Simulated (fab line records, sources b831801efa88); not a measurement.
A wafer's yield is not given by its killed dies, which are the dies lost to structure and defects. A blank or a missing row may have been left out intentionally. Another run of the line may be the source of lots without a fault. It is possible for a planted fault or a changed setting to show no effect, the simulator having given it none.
fab line records	flow sky130
record: lots: 9	wafers: 27	lastDay: 50
route steps=708 shown METAL3@569 VIA3@576 CAP2M@605 PAD_OPEN@708
lots untouched by any fault: they come from a run of this same line in which no faults occurred
startH: start of the lot's first displayed wafer, in hours after the record's first day	waitH: how many hours have passed since the lot's step before this one	" same as the row above	L1.1+2: several wafers, shown together as one row	- either no value or no given start	* or withheld: withheld	< > ~ a bound
route shown NAME@n: a module of which the file shows steps, and the number in the route of the first	usual: mean and standard deviation over wafers with no fault	same: alike in all rows	chamber/n: place in a boat	sites: the reading at each site	_std_site: the standard deviation of these	_edge_site: the outer-site mean with the inner-site mean subtracted	radiusMm: how far each site lies from the wafer's centre	mask NAME#n: copy n	behind: the tool/chamber that last shaped the wafer	hold: what put the lot on hold/how long, in hours/how the hold closed	device: whichever transistor did not switch (one of n, p or np)	end of line: the route-end tests of the same wafers	a step without rows: its recipe alone	killed: not the wafer's yield, but the dies lost to structure and defects at the first sort	map: dies across one wafer; x = killed, . = not, _ = none there
set.NAME: the setting as run; set.NAME@STEP: as run at that earlier step	model.NAME: the simulator's own value behind a step, which no gauge read
steps of the route over a sample of lots; a table a step, a row a wafer
services: a tool's chamber out of use, with start hour (startH, from the record's first day; less than 0 if before it), hours out, and reason
== steps ==
step: SKY_METAL3_STRIP_19
recipe: chemistry: O2/N2	powerW: 1400	pressureMtorr: 1500	platenTempC: withheld	o2FlowSccm: 3000	n2FlowSccm: 300	overashFraction: 0.5
usual: drypumpMotorCurrentA: 5.5/0.48	oesProductAu: 0.501/0.0061	stripTimeToEndpointS: 6.49/0.086
lot.wafer	tool	chamber	startH	waitH	drypumpMotorCurrentA	oesProductAu	rfHoursCounterH	stripTimeToEndpointS
L349.2	plasmaAsher-01	1	893.42	0.1	5.5	0.496	16	6.49
L349.4	"	1	"	"	5.5	0.507	-	6.50
L349.5	"	1	"	"	5.5	0.500	-	6.50
L351.4	plasmaAsher-04	0	930.30	0.1	5.9	0.505	-	6.50
L351.5	"	0	"	"	5.9	0.501	-	6.49
L351.6	"	1	"	"	5.7	0.504	-	6.52
L353.1	plasmaAsher-02	1	962.42	0.1	4.8	0.500	112	6.51
L353.3	"	1	"	"	4.8	0.504	-	6.49
L353.6	"	1	"	"	4.8	0.500	-	6.56
L357.1	plasmaAsher-02	1	978.52	0.1	4.8	0.510	114	6.54
L357.2	"	0	"	"	6.1	0.501	114	6.60
L357.5	"	0	"	"	6.1	0.502	-	6.62
L358.1	plasmaAsher-04	1	978.73	0.1	5.7	0.492	86	6.36
L358.3	"	0	"	"	5.9	0.492	-	6.39
L358.4	"	1	"	"	5.7	0.500	-	6.41
L361.2	plasmaAsher-02	0	1000.98	0.1	6.1	0.504	116	6.61
L361.3	"	1	"	"	4.8	0.510	-	6.61
L361.5	"	1	"	"	4.8	0.503	-	6.52
L360.1	plasmaAsher-04	0	1005.73	0.1	5.9	0.505	89	6.55
L360.2	"	1	"	"	5.7	0.509	89	6.57
L360.3	"	0	"	"	5.9	0.502	-	6.58
L368.1	plasmaAsher-02	0	1042.77	0.1	6.1	0.501	120	6.48
L368.3	"	1	"	"	4.8	0.501	-	6.41
L368.5	"	0	"	"	6.1	0.503	-	6.58
L370.2	plasmaAsher-04	0	1050.06	0.1	5.9	0.509	93	6.67
L370.4	"	0	"	"	5.8	0.501	-	6.61
L370.5	"	0	"	"	5.8	0.501	-	6.59
step: SKY_VIA3_BOW_MEAS_03
recipe: mode: bow
usual: VIA3_BOW: 80/7.9
lot.wafer	tool	chamber	startH	waitH	VIA3_BOW[um]
L349.2	filmMetro-02	-	894.56	0.1	82
L349.4	"	-	"	"	69
L349.5	"	-	"	"	69
L351.4	filmMetro-02	-	931.63	0.3	69
L351.5	"	-	"	"	69
L351.6	"	-	"	"	82
L353.1	filmMetro-01	-	963.65	0.2	84
L353.3	"	-	"	"	103
L353.6	"	-	"	"	89
L357.1	filmMetro-01	-	979.64	0.1	83
L357.2	"	-	"	"	81
L357.5	"	-	"	"	82
L358.1	filmMetro-03	-	979.85	0.2	85
L358.3	"	-	"	"	85
L358.4	"	-	"	"	74
L361.2	filmMetro-03	-	1002.60	0.1	88
L361.3	"	-	"	"	74
L361.5	"	-	"	"	82
L360.1	filmMetro-03	-	1006.91	0.2	76
L360.2	"	-	"	"	84
L360.3	"	-	"	"	91
L368.1	filmMetro-03	-	1045.91	0.1	88
L368.3	"	-	"	"	76
L368.5	"	-	"	"	78
L370.2	filmMetro-01	-	1055.53	0.1	70
L370.4	"	-	"	"	81
L370.5	"	-	"	"	60
step: SKY_VIA3_CD_MEAS_12
recipe: targetCdNm: 200
usual: cdNm: 200.0/1.4
lot.wafer	tool	chamber	startH	waitH	cdNm
L349.2	cdSem-02	-	919.98	-	200.5
L349.4	"	-	"	"	199.9
L349.5	"	-	"	"	199.7
L351.4	cdSem-02	-	955.62	-	200.6
L351.5	"	-	"	"	201.6
L351.6	"	-	"	"	199.1
L353.1	cdSem-02	-	988.84	-	200.9
L353.3	"	-	"	"	199.4
L353.6	"	-	"	"	198.7
L357.1	cdSem-02	-	1002.06	-	201.7
L357.2	"	-	"	"	201.6
L357.5	"	-	"	"	199.3
L358.1	cdSem-01	-	1002.94	-	199.3
L358.3	"	-	"	"	199.9
L358.4	"	-	"	"	199.8
L361.2	cdSem-02	-	1024.97	-	199.6
L361.3	"	-	"	"	200.3
L361.5	"	-	"	"	199.8
L360.1	cdSem-01	-	1028.96	-	197.9
L360.2	"	-	"	"	198.1
L360.3	"	-	"	"	198.2
L368.1	cdSem-02	-	1065.25	-	200.6
L368.3	"	-	"	"	200.6
L368.5	"	-	"	"	200.4
L370.2	cdSem-02	-	1075.77	-	198.4
L370.4	"	-	"	"	199.3
L370.5	"	-	"	"	199.3
step: SKY_CAP2M_SPUTTER_02
recipe: material: TiN	targetThkNm: 200	tempC: 300	powerW: 6500	timeS: 166.7	chamberPressurePa: 0.4
usual: cathodeDcPowerW: 6500.0/1.2	throttleValvePct: 29.9/0.9
lot.wafer	tool	chamber	startH	waitH	cathodeDcPowerW	throttleValvePct
L349.2	pvdSputter-01	-	921.82	0.0	6501.2	30.9
L349.4	"	-	"	"	6500.5	28.1
L349.5	"	-	"	"	6502.7	30.5
L351.4	pvdSputter-02	-	957.37	0.1	6500.3	29.7
L351.5	"	-	"	"	6501.2	29.7
L351.6	"	-	"	"	6499.7	31.1
L353.1	pvdSputter-02	-	990.94	0.1	6500.6	28.6
L353.3	"	-	"	"	6497.7	30.9
L353.6	"	-	"	"	6500.5	30.0
L357.1	pvdSputter-02	-	1004.24	0.1	6497.8	30.9
L357.2	"	-	"	"	6500.0	29.8
L357.5	"	-	"	"	6500.0	29.8
L358.1	pvdSputter-02	-	1004.75	0.1	5916.4	28.8
L358.3	"	-	"	"	5914.1	31.0
L358.4	"	-	"	"	5915.3	29.8
L361.2	pvdSputter-02	-	1026.71	0.0	5915.7	30.7
L361.3	"	-	"	"	5915.3	29.4
L361.5	"	-	"	"	5915.6	29.5
L360.1	pvdSputter-04	-	1030.71	0.1	6500.6	29.9
L360.2	"	-	"	"	6499.2	29.9
L360.3	"	-	"	"	6498.0	31.4
L368.1	pvdSputter-01	-	1067.00	0.1	6500.6	29.0
L368.3	"	-	"	"	6498.9	30.4
L368.5	"	-	"	"	6499.0	27.8
L370.2	pvdSputter-04	-	1077.69	0.0	6499.8	31.4
L370.4	"	-	"	"	6501.8	30.2
L370.5	"	-	"	"	6498.3	29.6
step: SKY_CAP2M_RS_MEAS_03
recipe: thkMeasGauge: four-point-probe	reads: TiN_of_CAP2M_SPUTTER_02
usual: CAP2M_TIN_RS: 6.89/0.082
lot.wafer	tool	chamber	startH	waitH	CAP2M_TIN_RS[ohm/sq]
L349.2	filmMetro-01	-	921.95	0.1	6.95
L349.4	"	-	"	"	6.78
L349.5	"	-	"	"	6.88
L351.4	filmMetro-01	-	957.49	0.1	6.79
L351.5	"	-	"	"	6.77
L351.6	"	-	"	"	6.76
L353.1	filmMetro-01	-	991.09	0.1	7.05
L353.3	"	-	"	"	7.02
L353.6	"	-	"	"	6.97
L357.1	filmMetro-01	-	1004.35	0.1	6.81
L357.2	"	-	"	"	6.84
L357.5	"	-	"	"	6.84
L358.1	filmMetro-01	-	1004.86	0.1	7.74
L358.3	"	-	"	"	7.63
L358.4	"	-	"	"	7.64
L361.2	filmMetro-01	-	1026.84	0.1	7.69
L361.3	"	-	"	"	7.65
L361.5	"	-	"	"	7.63
L360.1	filmMetro-02	-	1030.82	0.1	6.80
L360.2	"	-	"	"	6.74
L360.3	"	-	"	"	6.83
L368.1	filmMetro-02	-	1067.11	0.1	6.91
L368.3	"	-	"	"	6.87
L368.5	"	-	"	"	6.76
L370.2	filmMetro-02	-	1077.82	0.1	6.86
L370.4	"	-	"	"	6.74
L370.5	"	-	"	"	6.76
step: SKY_CAP2M_THK_MEAS_04
recipe: thkMeasGauge: xrf	reads: TiN_of_CAP2M_SPUTTER_02
usual: CAP2M_TIN_THK: 199.5/2.3
lot.wafer	tool	chamber	startH	waitH	CAP2M_TIN_THK[nm]
L349.2	filmMetro-01	-	922.06	0.1	197.7
L349.4	"	-	"	"	202.4
L349.5	"	-	"	"	200.0
L351.4	filmMetro-01	-	957.58	0.1	203.1
L351.5	"	-	"	"	204.3
L351.6	"	-	"	"	204.3
L353.1	filmMetro-01	-	991.21	0.1	195.3
L353.3	"	-	"	"	197.9
L353.6	"	-	"	"	197.9
L357.1	filmMetro-01	-	1004.47	0.1	202.3
L357.2	"	-	"	"	201.7
L357.5	"	-	"	"	200.3
L358.1	filmMetro-01	-	1004.98	0.1	178.8
L358.3	"	-	"	"	181.5
L358.4	"	-	"	"	181.8
L361.2	filmMetro-01	-	1026.95	0.1	179.4
L361.3	"	-	"	"	181.0
L361.5	"	-	"	"	180.5
L360.1	filmMetro-02	-	1030.94	0.1	201.6
L360.2	"	-	"	"	202.9
L360.3	"	-	"	"	200.7
L368.1	filmMetro-02	-	1067.23	0.1	197.6
L368.3	"	-	"	"	197.9
L368.5	"	-	"	"	200.9
L370.2	filmMetro-02	-	1077.93	0.1	199.6
L370.4	"	-	"	"	201.8
L370.5	"	-	"	"	202.3
step: SKY_CAP2M_METAL_ETCH_13
recipe: targetDepthNm: 220	stopOn: SiO2	chemistry: Cl2/BCl3	target: TiN	pressureMtorr: 10	icpW: 900	biasW: 48.5	Cl2_flow_sccm: 60	bcl3FlowSccm: 30	timeS: 62.9
usual: biasW: 48.50/0.15	drypumpMotorCurrentA: 5.8/0.5	heBacksideLeakSccm: 3.29/0.19	oesProductAu: 0.943/0.0077	throttleValvePct: 21.900/0.01
lot.wafer	tool	chamber	startH	waitH	biasW	drypumpMotorCurrentA	heBacksideLeakSccm	oesProductAu	rfHoursCounterH	throttleValvePct
L349.2	rieMetal-04	1	945.62	0.0	48.59	6.2	3.22	0.948	1	21.894
L349.4	"	1	"	"	48.57	6.2	3.27	0.951	-	21.891
L349.5	"	1	"	"	48.51	6.2	3.20	0.944	-	21.892
L351.4	rieMetal-02	1	980.82	0.0	48.80	6.2	3.18	0.949	-	21.898
L351.5	"	0	"	"	48.62	5.5	3.46	0.961	-	21.888
L351.6	"	1	"	"	48.62	6.2	3.15	0.955	-	21.889
L353.1	rieMetal-04	1	1013.43	0.0	48.43	6.2	3.34	0.938	4	21.894
L353.3	"	1	"	"	48.45	6.2	3.23	0.939	-	21.911
L353.6	"	1	"	"	48.39	6.2	3.22	0.936	-	21.906
L357.1	rieMetal-04	0	1026.44	0.0	48.50	5.1	3.25	0.950	19	21.880
L357.2	"	0	"	"	48.51	5.1	3.16	0.946	-	21.903
L357.5	"	0	"	"	48.45	5.1	3.28	0.939	-	21.908
L358.1	rieMetal-02	1	1026.57	0.0	48.33	6.2	3.06	0.880	7	21.914
L358.3	"	1	"	"	48.32	6.2	3.02	0.893	-	21.952
L358.4	"	0	"	"	48.87	5.6	3.53	0.885	-	21.931
L361.2	rieMetal-02	1	1048.77	0.0	48.50	6.2	3.19	0.886	-	21.947
L361.3	"	1	"	"	48.43	6.2	3.15	0.881	-	21.921
L361.5	"	1	"	"	48.47	6.2	3.08	0.881	-	21.944
L360.1	rieMetal-02	1	1052.72	0.0	48.46	6.2	3.19	0.947	9	21.903
L360.2	"	1	"	"	48.44	6.2	3.17	0.954	-	21.903
L360.3	"	1	"	"	48.41	6.2	3.27	0.948	-	21.896
L368.1	rieMetal-02	0	1086.99	0.0	48.62	5.5	3.44	0.940	19	21.889
L368.3	"	1	"	"	48.79	6.2	3.18	0.947	-	21.900
L368.5	"	0	"	"	48.60	5.5	3.65	0.963	-	21.898
L370.2	rieMetal-04	0	1098.48	0.0	48.54	5.0	3.10	0.945	25	21.900
L370.4	"	1	"	"	48.35	6.2	3.22	0.957	-	21.893
L370.5	"	1	"	"	48.40	6.2	4.31	0.955	-	21.875
step: SKY_PAD_OPEN_PROBE_99
usual: defectLimitedYield: 82.5/1.9	killed_at_M0_to_M3: 42/6.4	killed_at_M4_up: 2.9/1.7	killedAtContacts: 25/5.2	killedAtFrontEnd: 16/4.4	killedAtOther: 0.4/0.65	killedDies: 86/9.2	killedOnRim: 17/3.9	killedOpen: 47/6.6	killedShort: 39/5.8	sort_bin_3_pad_short: 0.9/0.42	sort_bin_5_function: 10.4/1.5	sort_bin_6_memory: 6.3/1	sortNPass: 406/9.2	sortYieldPct: 82.5/1.9
same: grossDies: 492	killedAtBackSide: 0	sort_bin_4_leakage[%]: 0	sort_bin_8_speed[%]: 0
lot.wafer	tool	chamber	startH	waitH	defectLimitedYield[%]	killed_at_M0_to_M3	killed_at_M4_up	killedAtContacts	killedAtFrontEnd	killedAtOther	killedDies	killedOnRim	killedOpen	killedShort	sort_bin_3_pad_short[%]	sort_bin_5_function[%]	sort_bin_6_memory[%]	sortNPass	sortYieldPct[%]
L349.2	prober-01	-	1064.26	0.1	84.6	46	3	20	7	0	76	11	41	34	0	10.2	5.3	416	84.6
L349.4	prober-01	-	1064.36	0.2	80.3	48	4	28	17	0	97	26	51	45	0.6	11.4	7.7	395	80.3
L349.5	prober-01	-	1064.41	0.2	83.9	43	1	19	14	2	79	14	32	44	1.8	9.6	4.7	413	83.9
L358.1	prober-01	-	1142.44	0.1	78.7	51	5	26	21	2	105	17	58	47	1.0	12.0	8.3	387	78.7
L358.3	prober-01	-	1142.54	0.2	83.3	39	7	23	13	0	82	17	46	36	1.0	10.4	5.3	410	83.3
L358.4	prober-01	-	1142.59	0.2	84.1	37	5	23	13	0	78	17	40	38	1.0	10.0	4.9	414	84.1
L361.2	prober-02	-	1155.93	0.1	85.0	38	2	20	14	0	74	13	44	30	0.8	8.1	6.1	418	85.0
L361.3	prober-02	-	1155.98	0.2	86.4	29	5	21	12	0	67	15	35	32	0.4	8.7	4.5	425	86.4
L361.5	prober-02	-	1156.08	0.2	81.1	50	7	21	15	0	93	23	57	35	0.2	13.6	5.1	399	81.1
L360.1	prober-01	-	1158.97	0.1	79.5	58	2	28	13	0	101	20	53	48	1.0	11.8	7.7	391	79.5
L360.2	prober-01	-	1159.02	0.1	85.6	29	1	25	16	0	71	14	40	29	1.0	6.5	6.9	421	85.6
L360.3	prober-01	-	1159.07	0.2	83.1	36	3	24	20	0	83	19	41	41	1.2	9.1	6.5	409	83.1
L370.2	prober-01	-	1195.91	0.1	81.7	49	2	20	19	0	90	14	43	46	1.6	9.8	6.9	402	81.7
L370.4	prober-01	-	1196.01	0.2	82.5	36	4	31	15	0	86	15	50	34	0.4	8.9	8.1	406	82.5
L370.5	prober-01	-	1196.06	0.2	85.2	24	3	25	19	2	73	13	44	29	0.4	6.9	7.5	419	85.2
killed by level:class
L349.2 VIA1:geometricParticle:open=14 CONTACT:geometricParticle:open=7 METAL1:geometricParticle:short=6 VIA2:geometricParticle:open=6 VIA2:geometricParticle:short=5 LI_CONTACT:geometricParticle:short=4 CONTACT:geometricParticle:short=4 METAL2:geometricParticle:short=4
L349.4 CONTACT:geometricParticle:open=12 METAL1:geometricParticle:short=10 VIA2:geometricParticle:open=7 VIA1:geometricParticle:open=7 METAL2:geometricParticle:short=6 VIA3:geometricParticle:open=5 POLY_GATE:geometricParticle:short=5 METAL1:geometricParticle:open=5
L349.5 METAL1:geometricParticle:short=8 VIA1:geometricParticle:open=8 CONTACT:geometricParticle:open=6 VIA3:geometricParticle:open=6 VIA2:geometricParticle:short=5 CONTACT:geometricParticle:short=5 FIELD_ISO:geometricParticle:open=4 LI_CONTACT:geometricParticle:short=4
L358.1 VIA1:geometricParticle:open=15 CONTACT:geometricParticle:short=10 VIA3:geometricParticle:open=10 FIELD_ISO:geometricParticle:open=7 CONTACT:geometricParticle:open=7 VIA1:geometricParticle:short=6 LI_CONTACT:geometricParticle:open=5 FIELD_ISO:geometricParticle:short=4
L358.3 CONTACT:geometricParticle:open=11 VIA2:geometricParticle:open=10 VIA1:geometricParticle:open=10 METAL4:geometricParticle:short=6 CONTACT:geometricParticle:short=5 VIA3:geometricParticle:open=5 POLY_GATE:geometricParticle:short=4 FIELD_ISO:geometricParticle:open=3
L358.4 CONTACT:geometricParticle:open=13 METAL2:geometricParticle:short=8 VIA2:geometricParticle:short=6 VIA1:geometricParticle:open=6 FIELD_ISO:geometricParticle:open=4 LI_CONTACT:geometricParticle:open=4 VIA1:geometricParticle:short=4 VIA2:geometricParticle:open=4
L361.2 CONTACT:geometricParticle:open=8 VIA1:geometricParticle:open=8 VIA2:geometricParticle:open=8 VIA3:geometricParticle:open=6 LI_CONTACT:geometricParticle:open=5 METAL2:geometricParticle:short=5 FIELD_ISO:geometricParticle:short=4 CONTACT:geometricParticle:short=4
L361.3 CONTACT:geometricParticle:open=11 METAL4:geometricParticle:short=5 VIA3:geometricParticle:open=5 LI_CONTACT:geometricParticle:open=4 VIA3:geometricParticle:short=4 LOCAL_INTERCONNECT:geometricParticle:short=3 METAL1:geometricParticle:open=3 VIA1:geometricParticle:open=3
L361.5 CONTACT:geometricParticle:open=10 VIA1:geometricParticle:open=10 VIA2:geometricParticle:open=9 VIA3:geometricParticle:open=8 METAL1:geometricParticle:short=6 FIELD_ISO:geometricParticle:open=5 POLY_GATE:geometricParticle:open=5 CONTACT:geometricParticle:short=5
L360.1 VIA1:geometricParticle:open=14 CONTACT:geometricParticle:short=9 VIA1:geometricParticle:short=8 METAL2:geometricParticle:short=7 LI_CONTACT:geometricParticle:open=6 CONTACT:geometricParticle:open=6 VIA3:geometricParticle:open=6 VIA2:geometricParticle:open=5
L360.2 VIA3:geometricParticle:open=9 LI_CONTACT:geometricParticle:open=8 LOCAL_INTERCONNECT:geometricParticle:short=7 VIA2:geometricParticle:open=6 FIELD_ISO:geometricParticle:open=5 CONTACT:geometricParticle:open=5 SPACER:geometricParticle:short=3 CONTACT:geometricParticle:short=3
L360.3 VIA3:geometricParticle:open=8 FIELD_ISO:geometricParticle:short=6 VIA2:geometricParticle:open=5 POLY_GATE:geometricParticle:open=5 VIA1:geometricParticle:open=5 LI_CONTACT:geometricParticle:open=5 LOCAL_INTERCONNECT:geometricParticle:short=5 CONTACT:geometricParticle:short=5
L370.2 VIA1:geometricParticle:open=9 VIA2:geometricParticle:open=9 POLY_GATE:geometricParticle:short=7 CONTACT:geometricParticle:open=7 VIA1:geometricParticle:short=6 METAL3:geometricParticle:short=6 VIA3:geometricParticle:open=6 VIA2:geometricParticle:short=5
L370.4 VIA1:geometricParticle:open=12 CONTACT:geometricParticle:open=11 LI_CONTACT:geometricParticle:open=10 VIA3:geometricParticle:open=6 CONTACT:geometricParticle:short=5 POLY_GATE:geometricParticle:short=4 LOCAL_INTERCONNECT:geometricParticle:short=4 METAL2:geometricParticle:short=4
L370.5 CONTACT:geometricParticle:open=11 LI_CONTACT:geometricParticle:open=9 METAL2:geometricParticle:short=8 POLY_GATE:geometricParticle:open=7 VIA1:geometricParticle:open=4 FIELD_ISO:geometricParticle:short=3 SPACER:geometricParticle:open=3 METAL4:geometricParticle:short=3
== services ==
tool	chamber	startH	hours	kind
pvdSputter-04	-	888.54	1.1	repair
rieMetal-04	1	900.73	-	clean
rieMetal-04	1	900.73	18.5	scheduledDown
rieMetal-04	1	900.73	18.5	ventCycle
pvdSputter-02	1	950.86	-	consumableReplace:kit
pvdSputter-02	1	950.86	18.0	scheduledDown
pvdSputter-02	1	950.86	18.0	ventCycle
pvdSputter-02	-	962.07	5.5	repair
rieMetal-02	0	964.38	4.0	repair
plasmaAsher-01	-	966.93	14.9	repair
pvdSputter-01	-	978.72	24.4	repair
pvdSputter-04	-	990.78	3.9	repair
pvdSputter-04	1	997.24	-	consumableReplace:kit
rieMetal-04	1	1017.03	24.3	repair
rieMetal-02	0	1046.01	8.6	repair
plasmaAsher-02	-	1055.25	9.0	pm
plasmaAsher-02	0	1055.25	9.0	ventCycle
plasmaAsher-02	1	1055.25	9.0	ventCycle
plasmaAsher-02	0	1064.25	-	clean
plasmaAsher-02	1	1064.25	-	clean
pvdSputter-04	-	1090.54	0.6	repair
pvdSputter-02	0	1094.10	-	consumableReplace:kit
pvdSputter-02	0	1094.10	18.0	scheduledDown
pvdSputter-02	0	1094.10	18.0	ventCycle
== key ==
firstSign: step: SKY_CAP2M_SPUTTER_02	reading: cathodeDcPowerW	direction: down	sigmas: 99+	usual: 6500.0	struck: 5915.4
effect: step: SKY_CAP2M_RS_MEAS_03	reading: CAP2M_TIN_RS	direction: up	sigmas: 9.4	usual: 6.89	struck: 7.66
effect: step: SKY_CAP2M_THK_MEAS_04	reading: CAP2M_TIN_THK	direction: down	sigmas: 8.4	usual: 199.5	struck: 180.5
effect: step: SKY_CAP2M_METAL_ETCH_13	reading: oesProductAu	direction: down	sigmas: 7.6	usual: 0.943	struck: 0.884
metAt SKY_CAP2M_SPUTTER_02
struckLots L358,L361
notActingAt SKY_METAL3_STRIP_19,SKY_VIA3_BOW_MEAS_03,SKY_VIA3_CD_MEAS_12
onsetBetween 1004.24 1004.75
fault: kind: processParameterDrift	tool: pvdSputter-02	chamber: -	onsetH: 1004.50	steps: SKY_CAP2M_SPUTTER_02	channel: powerW	offset: *	shape: step	endH: 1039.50	actsIn: *	stated: *
